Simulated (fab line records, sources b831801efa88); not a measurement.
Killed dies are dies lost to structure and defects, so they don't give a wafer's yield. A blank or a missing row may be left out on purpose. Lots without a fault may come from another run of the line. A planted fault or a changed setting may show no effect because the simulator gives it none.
fab line records | flow sky130
record lots=5 wafers=15 last_day=50
route steps=708 shown CAP2M@620 METAL4@621 VIA4@639 METAL5@661 PAD_OPEN@708
lots that met no fault: from a run of the same line without faults
start_h: hours from the record's first day to the start of the lot's first wafer shown | wait_h: hours since the lot's step before | " the same as in the row above | L1.1+2: a row that stands for several wafers | - no value, or no start given | * or withheld: withheld | < > ~ a bound
route shown NAME@n: a module of which the file shows steps, and the number in the route of the first | usual: mean/standard deviation of fault-free wafers | same: alike in all rows | chamber/n: place in a boat | sites: the reading at each site | _std_site: their standard deviation | _edge_site: outer sites' mean less inner sites' | radius_mm: how far each site lies from the wafer's centre | mask NAME#n: copy n | behind: the tool/chamber that last shaped the wafer | hold: why the lot was held/for how many hours/how that ended | device: the transistor (n, p or np) that didn't switch | end of line: the same wafers' tests at the end of the route | a step without rows: its recipe alone | killed: dies lost to structure and defects at the first sort, not the wafer's yield | map: a wafer's dies, x killed, . not, _ none there
set.NAME: the setting as run; set.NAME@STEP: as run at that earlier step | model.NAME: the simulator's own value behind a step, which no gauge read
lots at some steps of the route; a table a step, a row a wafer
services: from which hour (start_h, from the record's first day; less than 0 if before it) a tool's chamber was out of use, for how many hours, and why
## steps
# step SKY_CAP2M_CLEAN_17
# recipe chemistry=O3/DIW dry=n2_spin
# step SKY_METAL4_DEHYDRATE_05
# recipe temp_c=200 time_s=60
# step SKY_METAL4_HMDS_06
# recipe prime_time_s=60 prime_temp_c=120
# step SKY_METAL4_COAT_07
# recipe resist=BARC temp_c=withheld time_s=withheld spin_rpm=3000 resist_thk_nm=60
# step SKY_METAL4_COAT_08
# recipe resist=KrF-thick spin_rpm=3000 resist_thk_nm=1140
# step SKY_METAL4_SOFTBAKE_09
# recipe temp_c=100 time_s=90 resist=KrF-thick
# step SKY_METAL4_EXPOSE_10
# recipe mask_id=MM4 na=0.68 source_shape=annular sigma_inner=0.4 sigma_outer=0.8 target_cd_nm=300 dose_mj=28
# step SKY_METAL4_PEB_11
# recipe peb_temp_c=withheld peb_time_s=withheld resist=KrF-thick
# step SKY_METAL4_DEVELOP_12
# recipe develop_time_s=60 resist=KrF-thick dev_temp_c=21
# step SKY_METAL4_CD_MEAS_13
# recipe target_cd_nm=300
# usual cd_nm=300.2/1.2
# columns lot.wafer tool chamber start_h wait_h cd_nm
L510.1 cd_sem-01 - 1007.06 - 299.8
L510.3 " - " " 299.5
L510.6 " - " " 298.5
L514.2 cd_sem-01 - 1020.83 - 301.9
L514.4 " - " " 301.4
L514.6 " - " " 299.4
L524.1 cd_sem-02 - 1085.36 - 299.4
L524.2 " - " " 300.6
L524.6 " - " " 300.8
L529.1 cd_sem-02 - 1115.86 - 301.9
L529.3 " - " " 300.7
L529.5 " - " " 299.8
L532.1 cd_sem-01 - 1126.18 - 298.2
L532.4 " - " " 297.6
L532.6 " - " " 296.5
# step SKY_METAL4_OVL_MEAS_14
# usual METAL4_OVL=1/5.7
# columns lot.wafer tool chamber start_h wait_h METAL4_OVL[nm]
L510.1 overlay-02 - 1007.18 0.1 6
L510.3 " - " " 4
L510.6 " - " " -1
L514.2 overlay-01 - 1020.94 0.1 2
L514.4 " - " " 10
L514.6 " - " " -2
L524.1 overlay-01 - 1085.48 0.1 9
L524.2 " - " " 5
L524.6 " - " " 11
L529.1 overlay-01 - 1115.98 0.1 -2
L529.3 " - " " 0
L529.5 " - " " 0
L532.1 overlay-02 - 1126.30 0.1 12
L532.4 " - " " 10
L532.6 " - " " 10
# step SKY_METAL4_DESCUM_15
# recipe chemistry=O2 source_power_w=150 bias_power_w=0 pressure_mtorr=10 temp_c=40 time_s=8
# step SKY_METAL4_ETCH_16
# recipe chemistry=N2/H2 target=BARC ion_energy_ev=194.8 bias_w=100 pressure_mtorr=30 n2_flow_sccm=100 h2_flow_sccm=200 icp_w=500 stop_on=SiO2 time_s=88.2 target_depth_a=600
# usual drypump_motor_current_A=5.5/0.54 oes_product_au=0.625/0.0046 throttle_valve_pct=13.207/0.0095
# columns lot.wafer tool chamber start_h wait_h drypump_motor_current_A oes_product_au rf_hours_counter_h throttle_valve_pct
L510.1 rie_metal-04 1 1007.25 0.0 5.1 0.625 10 13.200
L510.3 " 0 " " 6.1 0.626 - 13.213
L510.6 " 0 " " 6.1 0.620 - 13.219
L514.2 rie_metal-04 0 1021.00 0.0 6.1 0.625 16 13.202
L514.4 " 0 " " 6.1 0.631 - 13.200
L514.6 " 1 " " 5.1 0.629 - 13.208
L524.1 rie_metal-04 0 1085.55 0.0 6.1 0.639 21 13.200
L524.2 " 1 " " 5.0 0.624 15 13.193
L524.6 " 0 " " 6.1 0.623 - 13.203
L529.1 rie_metal-01 1 1116.05 0.0 5.1 0.625 21 13.208
L529.3 " 0 " " 5.6 0.622 - 13.199
L529.5 " 0 " " 5.6 0.628 - 13.201
L532.1 rie_metal-01 1 1126.37 0.0 5.1 0.630 22 13.209
L532.4 " 1 " " 5.1 0.629 - 13.196
L532.6 " 1 " " 5.1 0.628 - 13.196
# step SKY_METAL4_ETCH_17
# recipe target=SiO2 stop_on=TiN chemistry=C4F8/O2/Ar source_w=1500 bias_w=1200 pressure_mtorr=40 c4f8_flow_sccm=withheld O2_flow_sccm=6 Ar_flow_sccm=300 time_s=3.9 target_depth_a=150
# step SKY_METAL4_METAL_ETCH_18
# recipe target_depth_a=8450 stop_on=SiO2 over_etch_frac=0.3 time_s=183.1 chemistry=Cl2/BCl3 resist_sidewall_deg=88 pressure_mtorr=10 icp_w=900 bias_w=48.5 Cl2_flow_sccm=60 bcl3_flow_sccm=30
# usual drypump_motor_current_A=5.4/0.51 oes_product_au=0.868/0.0066 throttle_valve_pct=22.264/0.0084
# columns lot.wafer tool chamber start_h wait_h drypump_motor_current_A oes_product_au rf_hours_counter_h throttle_valve_pct
L510.1 rie_metal-02 0 1007.37 0.0 6.0 0.862 7 22.270
L510.3 " 1 " " 4.7 0.865 - 22.266
L510.6 " 1 " " 4.7 0.853 - 22.259
L514.2 rie_metal-02 0 1021.12 0.0 6.0 0.869 8 22.260
L514.4 " 1 " " 4.7 0.862 - 22.261
L514.6 " 0 " " 5.9 0.858 - 22.260
L524.1 rie_metal-02 1 1085.67 0.0 4.7 0.865 19 22.272
L524.2 " 0 " " 6.0 0.865 13 22.256
L524.6 " 1 " " 4.7 0.859 - 22.264
L529.1 rie_metal-02 0 1116.17 0.0 6.0 0.867 15 22.266
L529.3 " 0 " " 6.0 0.869 - 22.287
L529.5 " 1 " " 4.7 0.858 - 22.277
L532.1 rie_metal-02 0 1126.49 0.0 6.0 0.858 16 22.266
L532.4 " 0 " " 6.0 0.861 - 22.267
L532.6 " 0 " " 6.0 0.869 - 22.262
# step SKY_METAL4_STRIP_19
# recipe chemistry=O2/N2 power_w=1400 pressure_mtorr=1500 platen_temp_c=withheld o2_flow_sccm=3000 n2_flow_sccm=300 overash_fraction=0.5
# step SKY_METAL4_STRIP_20
# recipe chemistry=post_etch_residue_remover time_s=1200 temp_c=72.5
# step SKY_METAL4_CLEAN_21
# recipe chemistry=IPA time_s=180 temp_c=25
# step SKY_METAL4_CLEAN_22
# recipe chemistry=O3/DIW dry=n2_spin
# step SKY_VIA4_HDPCVD_00
# recipe material=SiO2 target_thk_nm=1750 sigma_open_frac=0.3 time_s=291.7 temp_c=400 sih4_flow_sccm=60 pressure_mtorr=6
# step SKY_VIA4_THK_MEAS_01
# recipe reads=SiO2_of_VIA4_HDPCVD_00
# usual VIA4_HDPCVD_THK=1750/22
# columns lot.wafer tool chamber start_h wait_h VIA4_HDPCVD_THK[nm]
L510.1 film_metro-04 - 1008.35 0.1 1787
L510.3 " - " " 1760
L510.6 " - " " 1767
L514.2 film_metro-01 - 1022.11 0.1 1754
L514.4 " - " " 1803
L514.6 " - " " 1770
L524.1 film_metro-04 - 1086.78 0.1 1777
L524.2 " - " " 1784
L524.6 " - " " 1786
L529.1 film_metro-02 - 1117.12 0.1 1755
L529.3 " - " " 1731
L529.5 " - " " 1724
L532.1 film_metro-04 - 1127.44 0.1 1758
L532.4 " - " " 1741
L532.6 " - " " 1771
# step SKY_VIA4_CMP_02
# recipe material=SiO2 down_force_psi=4 platen_rpm=60 pad_velocity_m_s=0.94248
# usual motor_current_A=11.8/1.8
# columns lot.wafer tool chamber start_h wait_h motor_current_A
L510.3 cmp-02 3 1008.41 0.0 10.5
L510.1 " 1 " " 15.0
L510.6 " 0 " " 13.3
L514.2 cmp-02 2 1022.16 0.0 10.9
L514.4 " 0 " " 13.1
L514.6 " 2 " " 11.0
L524.1 cmp-01 2 1087.68 0.9 9.8
L524.2 " 3 " " 9.7
L524.6 " 1 " " 11.4
L529.3 cmp-02 1 1117.18 0.0 14.8
L529.1 " 3 " " 10.4
L529.5 " 1 " " 14.5
L532.1 cmp-01 0 1127.50 0.1 12.2
L532.4 " 2 " " 9.9
L532.6 " 0 " " 12.5
# step SKY_VIA4_BOW_MEAS_03
# recipe mode=bow
# usual VIA4_BOW=79/9.5
# columns lot.wafer tool chamber start_h wait_h VIA4_BOW[um]
L510.1 film_metro-04 - 1008.71 0.1 76
L510.3 " - " " 79
L510.6 " - " " 80
L514.2 film_metro-04 - 1022.54 0.3 81
L514.4 " - " " 85
L514.6 " - " " 84
L524.1 film_metro-02 - 1087.93 0.2 91
L524.2 " - " " 92
L524.6 " - " " 80
L529.1 film_metro-04 - 1117.48 0.1 78
L529.3 " - " " 69
L529.5 " - " " 78
L532.1 film_metro-04 - 1127.80 0.2 86
L532.4 " - " " 92
L532.6 " - " " 83
# step SKY_VIA4_DEHYDRATE_04
# recipe temp_c=200 time_s=60
# step SKY_VIA4_HMDS_05
# recipe prime_time_s=60 prime_temp_c=120
# step SKY_VIA4_COAT_06
# recipe resist=NOVOLAK spin_rpm=3000 resist_thk_nm=1140
# step SKY_VIA4_SOFTBAKE_07
# recipe temp_c=90 time_s=60 resist=NOVOLAK
# step SKY_VIA4_EXPOSE_08
# recipe mask_id=VIM4 na=0.6 source_shape=conventional sigma_outer=0.6 polarization=unpolarized target_cd_nm=800 dose_mj=132
# step SKY_VIA4_PEB_09
# recipe temp_c=withheld time_s=* resist=NOVOLAK
# step SKY_VIA4_DEVELOP_10
# recipe resist=NOVOLAK developer=TMAH develop_time_s=60 dev_temp_c=23
# step SKY_VIA4_OVL_MEAS_11
# usual VIA4_OVL=1.2/1.5
# columns lot.wafer tool chamber start_h wait_h VIA4_OVL[nm]
L510.1 overlay-02 - 1030.70 0.1 2.4
L510.3 " - " " 2.8
L510.6 " - " " 3.5
L514.2 overlay-02 - 1044.67 0.1 -0.5
L514.4 " - " " -0.9
L514.6 " - " " -1.5
L524.1 overlay-01 - 1108.58 0.1 1.4
L524.2 " - " " 0.1
L524.6 " - " " 2.3
L529.1 overlay-01 - 1137.00 0.1 3.0
L529.3 " - " " 3.3
L529.5 " - " " 1.2
L532.1 overlay-02 - 1146.41 0.1 -0.9
L532.4 " - " " 0.9
L532.6 " - " " -0.4
# step SKY_VIA4_ETCH_12
# recipe target=SiO2 chemistry=C4F8/O2/Ar stop_on=TiN mask_material=NOVOLAK source_w=1500 bias_w=1200 pressure_mtorr=40 c4f8_flow_sccm=withheld O2_flow_sccm=6 Ar_flow_sccm=300 time_s=withheld target_depth_a=5800
# usual oes_product_au=0.917/0.0052
# columns lot.wafer tool chamber start_h wait_h oes_product_au
L510.1 rie_diel-01 3 1030.74 0.0 0.903
L510.3 " 0 " " 0.920
L510.6 " 2 " " 0.916
L514.2 rie_diel-04 1 1044.70 0.0 0.910
L514.4 " 3 " " 0.912
L514.6 " 2 " " 0.919
L524.1 rie_diel-01 3 1108.62 0.0 0.919
L524.2 " 2 " " 0.924
L524.6 " 0 " " 0.917
L529.1 rie_diel-04 3 1137.04 0.0 0.915
L529.3 " 0 " " 0.927
L529.5 " 2 " " 0.923
L532.1 rie_diel-01 3 1146.45 0.0 0.915
L532.4 " 1 " " 0.917
L532.6 " 1 " " 0.917
# step SKY_VIA4_STRIP_13
# recipe chemistry=O2/N2 power_w=1400 pressure_mtorr=1500 platen_temp_c=withheld o2_flow_sccm=3000 n2_flow_sccm=300 overash_fraction=0.5
# step SKY_VIA4_STRIP_14
# recipe chemistry=post_etch_residue_remover time_s=1200 temp_c=72.5
# step SKY_VIA4_CLEAN_15
# recipe chemistry=IPA time_s=180 temp_c=25
# step SKY_VIA4_CLEAN_16
# recipe chemistry=O3/DIW dry=n2_spin
# step SKY_VIA4_SPUTTER_17
# recipe material=TiN target_thk_nm=20 chamber_pressure_pa=5 power_w=4000 time_s=80
# step SKY_VIA4_CVD_18
# recipe material=W target_thk_nm=505 time_s=152.14 temp_c=400 pressure_torr=40
# usual heater_power_w=858/95
# columns lot.wafer tool chamber start_h wait_h heater_power_w
L510.1 cvd_w-02 1 1031.47 0.0 703
L510.3 " 1 " " 738
L510.6 " 0 " " 909
L514.2 cvd_w-02 0 1045.43 0.0 875
L514.4 " 0 " " 912
L514.6 " 1 " " 714
L524.1 cvd_w-02 1 1109.35 0.0 716
L524.2 " 0 " " 898
L524.6 " 0 " " 900
L529.1 cvd_w-01 1 1137.77 0.0 940
L529.3 " 0 " " 970
L529.5 " 1 " " 906
L532.1 cvd_w-02 0 1147.18 0.0 902
L532.4 " 0 " " 928
L532.6 " 1 " " 722
# step SKY_VIA4_RS_MEAS_19
# recipe thk_meas_gauge=four-point-probe reads=W_of_VIA4_CVD_18+TiN_of_VIA4_SPUTTER_17
# usual VIA4_W_RS=0.2259/0.0026
# columns lot.wafer tool chamber start_h wait_h VIA4_W_RS[ohm/sq]
L510.1 film_metro-02 - 1031.62 0.1 0.2323
L510.3 " - " " 0.2308
L510.6 " - " " 0.2256
L514.2 film_metro-04 - 1045.60 0.1 0.2244
L514.4 " - " " 0.2257
L514.6 " - " " 0.2324
L524.1 film_metro-04 - 1109.50 0.1 0.2264
L524.2 " - " " 0.2217
L524.6 " - " " 0.2216
L529.1 film_metro-04 - 1137.92 0.1 0.2227
L529.3 " - " " 0.2251
L529.5 " - " " 0.2235
L532.1 film_metro-01 - 1147.33 0.1 0.2232
L532.4 " - " " 0.2233
L532.6 " - " " 0.2248
# step SKY_VIA4_THK_MEAS_20
# recipe thk_meas_gauge=xrf reads=W_of_VIA4_CVD_18
# usual VIA4_W_THK=499/6.1
# columns lot.wafer tool chamber start_h wait_h VIA4_W_THK[nm]
L510.1 film_metro-02 - 1031.74 0.1 486
L510.3 " - " " 489
L510.6 " - " " 499
L514.2 film_metro-04 - 1045.71 0.1 507
L514.4 " - " " 501
L514.6 " - " " 491
L524.1 film_metro-04 - 1109.62 0.1 500
L524.2 " - " " 512
L524.6 " - " " 513
L529.1 film_metro-04 - 1138.04 0.1 500
L529.3 " - " " 497
L529.5 " - " " 505
L532.1 film_metro-01 - 1147.45 0.1 496
L532.4 " - " " 496
L532.6 " - " " 494
# step SKY_VIA4_CMP_21
# recipe stop_on=SiO2 t_overpolish_s=25 down_force_psi=3.5 platen_rpm=60 target_thk_nm=0 pad_velocity_m_s=0.94248
# usual motor_current_A=10.5/1.5 overpolish_run_s=25.001/0.0085 time_to_endpoint_s=121/3.8
# columns lot.wafer tool chamber start_h wait_h motor_current_A overpolish_run_s time_to_endpoint_s
L510.1 cmp-01 0 1031.98 0.2 11.4 24.988 118
L510.3 " 2 " " 9.1 24.995 117
L510.6 " 0 " " 12.0 24.995 126
L514.4 cmp-01 3 1045.76 0.0 9.0 24.996 120
L514.2 " 2 " " 8.9 25.011 122
L514.6 " 0 " " 11.1 24.993 122
L524.2 cmp-01 3 1109.82 0.2 8.9 25.001 121
L524.1 " 1 " " 10.7 25.008 119
L524.6 " 3 " " 8.9 25.002 123
L529.3 cmp-01 2 1138.15 0.1 8.9 25.005 121
L529.1 " 3 " " 8.5 25.017 125
L529.5 " 1 " " 10.4 25.006 121
L532.1 cmp-02 1 1147.56 0.1 13.2 25.014 120
L532.4 " 3 " " 9.6 24.994 125
L532.6 " 0 " " 12.8 24.995 123
# step SKY_METAL5_SPUTTER_00
# recipe material=Ti target_thk_nm=15 power_w=3000 time_s=10 chamber_pressure_pa=0.4
# step SKY_PAD_OPEN_PROBE_99
# usual defect_limited_yield=82.4/1.8 killed_at_M0_to_M3=44/6.3 killed_at_M4_up=3.1/1.8 killed_at_contacts=25/5.1 killed_at_front_end=15/4.1 killed_at_other=0.3/0.71 killed_dies=87/8.8 killed_open=47/6.8 killed_short=40/6.7 sort_bin_3_pad_short=0.9/0.39 sort_bin_5_function=10.4/1.5 sort_bin_6_memory=6.4/1.1 sort_n_pass=405/8.8 sort_yield_pct=82.4/1.8
# same gross_dies=492 killed_at_back_side=0 sort_bin_4_leakage[%]=0 sort_bin_8_speed[%]=0
# columns lot.wafer tool chamber start_h wait_h defect_limited_yield[%] killed_at_M0_to_M3 killed_at_M4_up killed_at_contacts killed_at_front_end killed_at_other killed_dies killed_open killed_short sort_bin_3_pad_short[%] sort_bin_5_function[%] sort_bin_6_memory[%] sort_n_pass sort_yield_pct[%] model.etest.tester.sort_n_pass model.etest.tester.sort_yield_pct model.etest.tester.sort_bin_5_pct model.etest.tester.sort_bin_3_pct
L510.1 prober-02 - 1098.71 0.1 81.9 38 2 26 23 0 89 55 31 0.8 10.4 6.9 403 81.9 403 81.91 10.37 0.813
L510.3 prober-02 - 1098.81 0.2 82.7 40 3 25 17 0 85 39 43 0.2 11.4 5.7 407 82.7 407 82.72 11.38 0.2033
L510.6 prober-02 - 1098.96 0.2 79.7 52 1 26 20 1 100 66 34 1.0 13.2 6.1 392 79.7 392 79.67 13.21 1.016
L514.2 prober-01 - 1113.75 0.1 83.3 45 4 22 11 0 82 46 36 1.2 10.4 5.1 410 83.3 410 83.33 10.37 1.22
L514.4 prober-01 - 1113.85 0.2 84.6 37 7 22 10 0 76 37 39 1.4 8.5 5.5 416 84.6 416 84.55 8.537 1.423
L514.6 prober-01 - 1113.95 0.2 79.9 54 3 24 18 0 99 59 40 1.6 11.8 6.7 393 79.9 393 79.88 11.79 1.626
L524.1 prober-01 - 1170.08 0.1 74.4 37 51 26 12 0 126 40 38 4.3 14.6 6.7 366 74.4 366 74.39 14.63 4.268
L524.2 prober-01 - 1170.13 0.1 80.9 48 2 29 15 0 94 46 48 1.2 10.6 7.3 398 80.9 398 80.89 10.57 1.22
L524.6 prober-01 - 1170.33 0.2 73.8 37 52 28 11 1 129 42 35 3.3 15.4 7.5 363 73.8 363 73.78 15.45 3.252
L529.1 prober-02 - 1194.44 0.1 82.9 41 2 26 14 1 84 47 37 0.6 8.9 7.5 408 82.9 408 82.93 8.943 0.6098
L529.3 prober-02 - 1194.54 0.2 82.5 41 2 29 14 0 86 52 34 0.8 11.8 4.9 406 82.5 406 82.52 11.79 0.813
L529.5 prober-02 - 1194.64 0.2 81.9 47 6 20 15 1 89 48 38 1.0 12.0 5.1 403 81.9 403 81.91 11.99 1.016
L532.1 prober-01 - 1202.74 0.1 83.7 46 4 17 13 0 80 43 37 1.2 9.6 5.5 412 83.7 412 83.74 9.553 1.22
L532.4 prober-01 - 1202.89 0.2 83.7 40 5 25 10 0 80 41 39 0.6 10.6 5.1 412 83.7 412 83.74 10.57 0.6098
L532.6 prober-01 - 1202.99 0.2 82.9 49 4 16 15 0 84 47 37 1.0 10.0 6.1 408 82.9 408 82.93 9.959 1.016
# killed by level:class
L510.1 VIA3:geometric_particle:open=10 LI_CONTACT:geometric_particle:open=9 CONTACT:geometric_particle:open=9 FIELD_ISO:geometric_particle:short=7 VIA1:geometric_particle:open=6 POLY_GATE:geometric_particle:open=5 METAL2:geometric_particle:short=4 VIA2:geometric_particle:open=4
L510.3 METAL2:geometric_particle:short=9 LI_CONTACT:geometric_particle:open=9 METAL1:geometric_particle:short=7 FIELD_ISO:geometric_particle:open=5 CONTACT:geometric_particle:short=5 CONTACT:geometric_particle:open=5 VIA1:geometric_particle:short=5 VIA1:geometric_particle:open=5
L510.6 VIA1:geometric_particle:open=17 VIA3:geometric_particle:open=12 FIELD_ISO:geometric_particle:open=8 CONTACT:geometric_particle:open=8 VIA2:geometric_particle:open=7 LI_CONTACT:geometric_particle:open=7 FIELD_ISO:geometric_particle:short=5 CONTACT:geometric_particle:short=5
L514.2 VIA1:geometric_particle:open=13 VIA3:geometric_particle:open=7 CONTACT:geometric_particle:short=6 CONTACT:geometric_particle:open=6 LI_CONTACT:geometric_particle:open=5 METAL2:geometric_particle:short=5 VIA1:geometric_particle:short=4 VIA2:geometric_particle:open=4
L514.4 CONTACT:geometric_particle:open=10 VIA1:geometric_particle:open=9 VIA3:geometric_particle:short=6 METAL2:geometric_particle:short=5 CONTACT:geometric_particle:short=4 METAL3:geometric_particle:short=4 METAL4:geometric_particle:short=4 FIELD_ISO:geometric_particle:open=3
L514.6 VIA1:geometric_particle:open=11 METAL2:geometric_particle:short=10 LI_CONTACT:geometric_particle:open=9 CONTACT:geometric_particle:open=9 VIA2:geometric_particle:open=8 VIA3:geometric_particle:open=8 CONTACT:geometric_particle:short=5 FIELD_ISO:geometric_particle:open=4
L524.1 METAL4:unspecified=48 CONTACT:geometric_particle:open=10 LI_CONTACT:geometric_particle:open=6 METAL1:geometric_particle:short=6 VIA2:geometric_particle:open=6 VIA3:geometric_particle:short=5 CONTACT:geometric_particle:short=5 METAL2:geometric_particle:short=5
L524.2 CONTACT:geometric_particle:open=9 VIA3:geometric_particle:open=9 LI_CONTACT:geometric_particle:open=8 METAL1:geometric_particle:short=8 LOCAL_INTERCONNECT:geometric_particle:short=7 VIA2:geometric_particle:open=6 VIA1:geometric_particle:short=6 METAL2:geometric_particle:short=6
L524.6 METAL4:unspecified=51 VIA3:geometric_particle:open=9 LI_CONTACT:geometric_particle:open=8 CONTACT:geometric_particle:open=8 VIA2:geometric_particle:open=7 METAL1:geometric_particle:short=7 CONTACT:geometric_particle:short=6 VIA1:geometric_particle:short=6
L529.1 VIA1:geometric_particle:open=16 CONTACT:geometric_particle:open=15 VIA1:geometric_particle:short=6 FIELD_ISO:geometric_particle:short=5 POLY_GATE:geometric_particle:short=5 LOCAL_INTERCONNECT:geometric_particle:short=5 METAL2:geometric_particle:short=5 VIA3:geometric_particle:open=4
L529.3 LI_CONTACT:geometric_particle:open=11 CONTACT:geometric_particle:open=10 VIA1:geometric_particle:open=10 METAL1:geometric_particle:short=8 VIA2:geometric_particle:open=8 FIELD_ISO:geometric_particle:short=5 VIA1:geometric_particle:short=5 POLY_GATE:geometric_particle:open=4
L529.5 VIA1:geometric_particle:open=14 LI_CONTACT:geometric_particle:open=8 CONTACT:geometric_particle:open=7 METAL1:geometric_particle:short=7 VIA2:geometric_particle:open=5 VIA2:geometric_particle:short=5 VIA3:geometric_particle:open=5 FIELD_ISO:geometric_particle:open=4
L532.1 VIA1:geometric_particle:open=10 CONTACT:geometric_particle:open=7 VIA3:geometric_particle:open=6 METAL1:geometric_particle:short=5 FIELD_ISO:geometric_particle:open=4 LI_CONTACT:geometric_particle:open=4 METAL2:geometric_particle:short=4 LOCAL_INTERCONNECT:geometric_particle:short=4
L532.4 VIA1:geometric_particle:open=10 CONTACT:geometric_particle:open=8 LI_CONTACT:geometric_particle:open=6 METAL3:geometric_particle:short=6 METAL1:geometric_particle:short=5 LOCAL_INTERCONNECT:geometric_particle:short=5 METAL4:geometric_particle:short=5 FIELD_ISO:geometric_particle:open=4
L532.6 VIA1:geometric_particle:open=14 VIA1:geometric_particle:short=8 VIA3:geometric_particle:open=8 METAL1:geometric_particle:short=7 POLY_GATE:geometric_particle:open=6 CONTACT:geometric_particle:open=5 VIA2:geometric_particle:open=4 POLY_GATE:geometric_particle:short=4
# map L524.6 (x killed, . not)
__________....xx...._________
________...x.x....x..._______
______..........x.x....._____
_____....x..x.x..x...xx..____
____x..........x.....x....___
___.xxxx.....xx.x.x........__
__xxxx.x..xx...x...x........_
_xxxxxxx......x..............
_xxxxxx.x...xx..............x
_xxxxxxx.x..........x....x...
_xxxxxxx.x........x....xx.x..
_xxxxx.x........xx....xxx.x..
_xxxxxxx...........x..x..x...
_.xx.x....x.................x
_..xxx...xx..xx..x...........
__x.......x....xxx..x......._
___.......................x__
____...xx....xx.x...x..x.x___
_____..........x...xx....____
______.x.........x.x...._____
________.............._______
__________.........._________
# map L510.6 (x killed, . not)
__________.x..xx...._________
________..x..........._______
______..xx......xx..x..._____
_____..x......x.x...x....____
____x...xx............x..x___
___x...x..x..........xx....__
__....x.x..x..............x._
_...x....x.x............x..x.
_....x.......x.x.x.x........x
_xx.....x.....x..............
_xx..............x...x...x..x
_...x..........x.x.x......xx.
_...x.x.xxx.......x.....x.x..
_..x..x.x.....x.........xx...
_..x....x.x.....x...x.x...x..
__....x...x.....xx....x....._
___.....x............x....x__
____x..x.........x........___
_____.x...x..x.x.........____
______..xx.....x...x...._____
________...xx....x...x_______
__________.x.....x.._________
## services
# columns tool chamber start_h hours kind
rie_metal-02 - 990.33 2.1 repair
cvd_w-02 0 1004.89 9.1 repair
rie_diel-01 1 1009.39 1.5 repair
cvd_w-01 - 1024.15 0.9 repair
cmp-01 - 1026.96 2.3 repair
rie_diel-01 1 1028.38 5.7 repair
cmp-02 - 1029.72 4.0 repair
rie_diel-04 0 1036.17 30.6 repair
cvd_w-01 - 1052.43 6.0 pm
rie_diel-04 2 1056.32 3.3 repair
cmp-02 - 1059.26 16.1 pm
rie_metal-02 - 1064.07 1.4 pm
cmp-02 - 1084.07 4.0 pm
cvd_w-01 - 1100.98 1.9 repair
rie_diel-04 - 1106.76 2.8 pm
rie_metal-02 0 1108.04 1.9 repair
cvd_w-01 - 1110.56 14.6 pm
cmp-01 - 1111.78 8.3 pm
rie_diel-01 3 1121.04 3.4 repair
cmp-01 - 1129.19 2.8 repair
rie_diel-04 1 1131.00 7.8 repair
cmp-02 - 1132.85 3.5 pm
rie_metal-01 1 1137.60 1.6 repair
cmp-02 - 1144.09 1.8 repair
## key
first_sign step=SKY_PAD_OPEN_PROBE_99 reading=killed_at_M4_up direction=up sigmas=28 usual=3.1 struck=51.5
effect step=SKY_PAD_OPEN_PROBE_99 reading=sort_bin_3_pad_short direction=up sigmas=7.5 usual=0.9 struck=3.8
model_effect step=SKY_PAD_OPEN_PROBE_99 value=etest.tester.sort_n_pass without=407.5 struck=364.5
met_at SKY_METAL4_ETCH_16
struck_wafers L524.1,L524.6
onset_between 1021.00 1085.55
fault kind=chamber_particle_source tool=rie_metal-04 chamber=0 onset_h=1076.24 steps=SKY_METAL4_ETCH_16 rate_per_visit_cm2=1.0414 end_h=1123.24
